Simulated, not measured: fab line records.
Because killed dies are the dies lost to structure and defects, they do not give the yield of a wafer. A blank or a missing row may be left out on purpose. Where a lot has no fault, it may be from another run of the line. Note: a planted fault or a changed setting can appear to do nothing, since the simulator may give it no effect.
Matching of chambers    flow sky130    SKY_POLY_GATE_ETCH_17 on rie-si-01 has 4 sister chambers
The step etches poly-Si in HBr/Cl2, stops on SiO2, target depth 180 nm, time 70.5 s. 8 wafers are shown with their chamber, then 8 later ones without.

WAFERS WITH THEIR CHAMBER
wafer   chamber  drypump-motor-current-A (A)  he-backside-leak-sccm (sccm)
L408.2  0        6.5                          2.65
L408.3  2        4.9                          2.40
L411.3  1        4.8                          2.57
L411.5  2        4.9                          2.33
L412.1  0        6.4                          2.69
L412.3  1        4.8                          2.61
L412.4  3        6.2                          2.65
L413.2  3        6.2                          2.62

WAFERS WITH NO CHAMBER GIVEN
wafer   drypump-motor-current-A (A)  he-backside-leak-sccm (sccm)
L413.4  4.9                          2.49
L413.6  4.9                          2.45
L420.4  6.2                          2.56
L420.5  6.2                          2.65
L420.6  4.9                          2.61
L424.1  4.9                          2.40
L424.2  6.2                          2.60
L424.6  4.9                          2.37

WHICH CHAMBER EACH ONE RAN IN
wafer    from the rows above       in truth
L413.4   can't be placed: 2 or 1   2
L413.6   2                         2
L420.4   3                         3
L420.5   3                         3
L420.6   1                         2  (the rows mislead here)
L424.1   2                         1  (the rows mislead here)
L424.2   3                         3
L424.6   2                         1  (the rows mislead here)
Correct placement for 4 of the 8. These rows do not allow placing 1 (true chamber among the candidates in 1). Number placed wrongly: 3.
How it was worked out, from the rows above alone: a wafer's distance from a chamber is the root of the sum, over the readings, of the square of ((its reading less the chamber's mean) divided by the reading's scatter). If the next closest chamber is less than 2 further off than the closest, the wafer can't be placed; otherwise it belongs to the closest. For every chamber, the mean is computed from those of its wafers that are shown. How the scatter is found: for the shown wafers, subtract from each reading the mean of its chamber, square and add these, divide the total by (wafers less chambers), then take the root.
